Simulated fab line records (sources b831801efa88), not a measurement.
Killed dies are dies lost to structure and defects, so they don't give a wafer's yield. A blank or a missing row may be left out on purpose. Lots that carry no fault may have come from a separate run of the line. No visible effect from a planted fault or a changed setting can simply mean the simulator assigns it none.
Which tool is to blame? | flow gf180mcu | Sampling: 14 lots, 42 wafers, 4 of 602 route steps

WHAT THE GAUGES SHOWED, per wafer
GF_V3_THK_MEAS_01. Usual: V3_CVD_00_THK typically reads 605 nm, with standard deviation 7.1.
lot  | measured     | on            | V3_CVD_00_THK (nm) | flag
L613 | day 22 06:43 | film-metro-02 | 599 593 600        |
L614 | day 22 08:04 | film-metro-03 | 597 617 603        |
L615 | day 22 22:04 | film-metro-03 | 610 603 606        |
L616 | day 23 06:53 | film-metro-04 | 611 629 598        |
L617 | day 23 18:22 | film-metro-02 | 619 603 613        |
L618 | day 23 21:18 | film-metro-03 | 603 610 614        |
L620 | day 24 14:47 | film-metro-02 | 602 612 608        |
L622 | day 25 08:20 | film-metro-03 | 599 605 606        |
L623 | day 25 18:08 | film-metro-02 | 595 591 596        |
L624 | day 25 23:52 | film-metro-03 | 609 608 610        |
L627 | day 27 02:12 | film-metro-03 | 598 604 597        |
L631 | day 28 16:46 | film-metro-03 | 603 609 611        |
L632 | day 28 19:18 | film-metro-02 | 596 598 591        |
L633 | day 29 00:22 | film-metro-04 | 608 612 606        |

EACH LOT AND THE TOOL THAT RAN IT (in order: tool; ch and the chambers of the sampled wafers; start)
lot  | GF_HV_LDD_IMPLANT_35            | GF_CONTACT_STRIP_18                  | GF_V2_SPUTTER_21
L613 | implanter-01 ch 0, day 12 06:41 | plasma-asher-02 ch 0,1, day 16 22:19 | pvd-sputter-03, day 21 04:52
L614 | implanter-01 ch 0, day 12 09:54 | plasma-asher-03 ch 0,1, day 16 23:37 | pvd-sputter-01, day 21 06:37
L615 | implanter-04 ch 0, day 12 20:59 | plasma-asher-01 ch 1, day 17 14:28   | pvd-sputter-02, day 21 21:09
L616 | implanter-01 ch 0, day 13 04:33 | plasma-asher-01 ch 0,1, day 17 22:43 | pvd-sputter-01, day 22 05:28
L617 | implanter-01 ch 0, day 13 15:28 | plasma-asher-03 ch 0,1, day 18 11:25 | pvd-sputter-01, day 22 16:58
L618 | implanter-04 ch 0, day 13 15:58 | plasma-asher-01 ch 0,1, day 18 16:31 | pvd-sputter-03, day 22 21:44
L620 | implanter-03 ch 0, day 14 12:41 | plasma-asher-02 ch 0,1, day 19 11:22 | pvd-sputter-01, day 23 15:07
L622 | implanter-01 ch 0, day 15 01:37 | plasma-asher-03 ch 0,1, day 20 03:22 | pvd-sputter-02, day 24 08:59
L623 | implanter-04 ch 0, day 15 13:32 | plasma-asher-03 ch 0,1, day 20 17:04 | pvd-sputter-01, day 24 18:40
L624 | implanter-04 ch 0, day 15 18:43 | plasma-asher-02 ch 0,1, day 20 21:43 | pvd-sputter-02, day 24 23:22
L627 | implanter-04 ch 0, day 16 23:08 | plasma-asher-03 ch 0,1, day 22 04:49 | pvd-sputter-02, day 26 03:21
L631 | implanter-03 ch 0, day 18 05:33 | plasma-asher-01 ch 0,1, day 23 09:10 | pvd-sputter-03, day 27 10:50
L632 | implanter-03 ch 0, day 18 11:13 | plasma-asher-02 ch 0,1, day 23 15:34 | pvd-sputter-01, day 27 12:52
L633 | implanter-03 ch 0, day 18 17:56 | plasma-asher-02 ch 0,1, day 23 23:04 | pvd-sputter-01, day 28 12:47
- GF_HV_LDD_IMPLANT_35
- GF_CONTACT_STRIP_18: strips in O2/N2.
- GF_V2_SPUTTER_21: material Ti, target thk 15 nm, time 80.02 s.

WHAT THE TOOLS THEMSELVES READ (means of the sampled wafers that have a number; where no wafer has one, the mark that the record gives instead)
GF_HV_LDD_IMPLANT_35. Usual: dose-ions-cm2 reads 7.503e+12 (standard deviation 7.8e+09).
lot  | tool         | dose-ions-cm2 | flag
L613 | implanter-01 | 7.510e+12     |
L614 | implanter-01 | 7.494e+12     |
L615 | implanter-04 | 7.502e+12     |
L616 | implanter-01 | 7.508e+12     |
L617 | implanter-01 | 7.496e+12     |
L618 | implanter-04 | 7.507e+12     |
L620 | implanter-03 | 7.509e+12     |
L622 | implanter-01 | 7.503e+12     |
L623 | implanter-04 | 7.499e+12     |
L624 | implanter-04 | 7.496e+12     |
L627 | implanter-04 | 7.501e+12     |
L631 | implanter-03 | 7.507e+12     |
L632 | implanter-03 | 7.824e+12     | OFF
L633 | implanter-03 | 7.824e+12     | OFF

GF_CONTACT_STRIP_18. Usual: chamber-pressure-mTorr 1500.2 mTorr, standard deviation 1.4; drypump-motor-current-A 5.9 A, standard deviation 0.4; heater-power-w 329 W, standard deviation 31; n2-flow-sccm 300.0 sccm, standard deviation 0.96; oes-product-au 0.580 a.u., standard deviation 0.0052.
lot  | tool            | chamber-pressure-mTorr (mTorr) | drypump-motor-current-A (A) | heater-power-w (W) | n2-flow-sccm (sccm) | oes-product-au (a.u.) | flag
L613 | plasma-asher-02 | 1499.7                         | 5.8                         | 352                | 300.0               | 0.572                 |
L614 | plasma-asher-03 | 1500.4                         | 5.7                         | 298                | 299.5               | 0.582                 |
L615 | plasma-asher-01 | 1499.0                         | 6.6                         | 313                | 299.4               | 0.583                 |
L616 | plasma-asher-01 | 1501.6                         | 6.2                         | 328                | 301.1               | 0.581                 |
L617 | plasma-asher-03 | 1499.5                         | 6.0                         | 289                | 299.9               | 0.583                 |
L618 | plasma-asher-01 | 1499.4                         | 5.9                         | 350                | 301.1               | 0.580                 |
L620 | plasma-asher-02 | 1500.0                         | 5.9                         | 353                | 299.4               | 0.577                 |
L622 | plasma-asher-03 | 1500.6                         | 5.7                         | 300                | 299.7               | 0.579                 |
L623 | plasma-asher-03 | 1498.4                         | 5.9                         | 291                | 300.4               | 0.578                 |
L624 | plasma-asher-02 | 1500.9                         | 5.8                         | 350                | 299.9               | 0.578                 |
L627 | plasma-asher-03 | 1499.7                         | 6.0                         | 291                | 299.9               | 0.580                 |
L631 | plasma-asher-01 | 1501.3                         | 6.2                         | 326                | 300.4               | 0.583                 |
L632 | plasma-asher-02 | 1499.8                         | 5.9                         | 351                | 299.9               | 0.578                 |
L633 | plasma-asher-02 | 1501.2                         | 5.8                         | 346                | 299.3               | 0.581                 |

GF_V2_SPUTTER_21. Usual: throttle-valve-pct reads 30.6 % (standard deviation 0.64).
lot  | tool           | throttle-valve-pct (%) | flag
L613 | pvd-sputter-03 | 30.7                   |
L614 | pvd-sputter-01 | 30.6                   |
L615 | pvd-sputter-02 | 30.5                   |
L616 | pvd-sputter-01 | 30.6                   |
L617 | pvd-sputter-01 | 30.3                   |
L618 | pvd-sputter-03 | 30.7                   |
L620 | pvd-sputter-01 | 30.6                   |
L622 | pvd-sputter-02 | 30.6                   |
L623 | pvd-sputter-01 | 30.7                   |
L624 | pvd-sputter-02 | 30.3                   |
L627 | pvd-sputter-02 | 30.4                   |
L631 | pvd-sputter-03 | 30.6                   |
L632 | pvd-sputter-01 | 30.7                   |
L633 | pvd-sputter-01 | 30.5                   |

THE ANSWER, worked out from the rows above alone
Rule: a lot is off if the mean of its wafers that have a number lies more than 3 standard deviations from the usual mean. Also off: a lot with no number at a reading for which 4 or more lots have one. All remaining lots with rows at the step are treated as sound. First the gauges in route order, then the tools' own readings, where a lot's mean is used as printed above. The first step at which some lot is off is used, and at that step the reading that is off furthest; a lot without a number counts as furthest.
Off, at GF_HV_LDD_IMPLANT_35 on dose-ions-cm2: L632, L633.
A tool fits if, at that step or a process step before it, it ran every lot that is off, and no sound lot after the first of them. One fits: implanter-03 at GF_HV_LDD_IMPLANT_35. A fault onset in the window from L631 (day 18 05:33, its last sound lot) to L632 (day 18 11:13, its first lot off) fits.
The tool's own readings at GF_HV_LDD_IMPLANT_35 bear it out: on the lots that are off they differ by more than 5 times the standard deviation of the sound lots' means. dose-ions-cm2 reads 7.824e+12 there against 7.503e+12 on the sound lots.

WHAT WAS PUT IN BY THE SIMULATOR
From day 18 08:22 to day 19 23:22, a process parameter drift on implanter-03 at GF_HV_LDD_IMPLANT_35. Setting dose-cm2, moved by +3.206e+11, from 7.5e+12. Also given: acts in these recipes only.
Struck lots among those shown: L632, L633. The rule above reached the same finding.
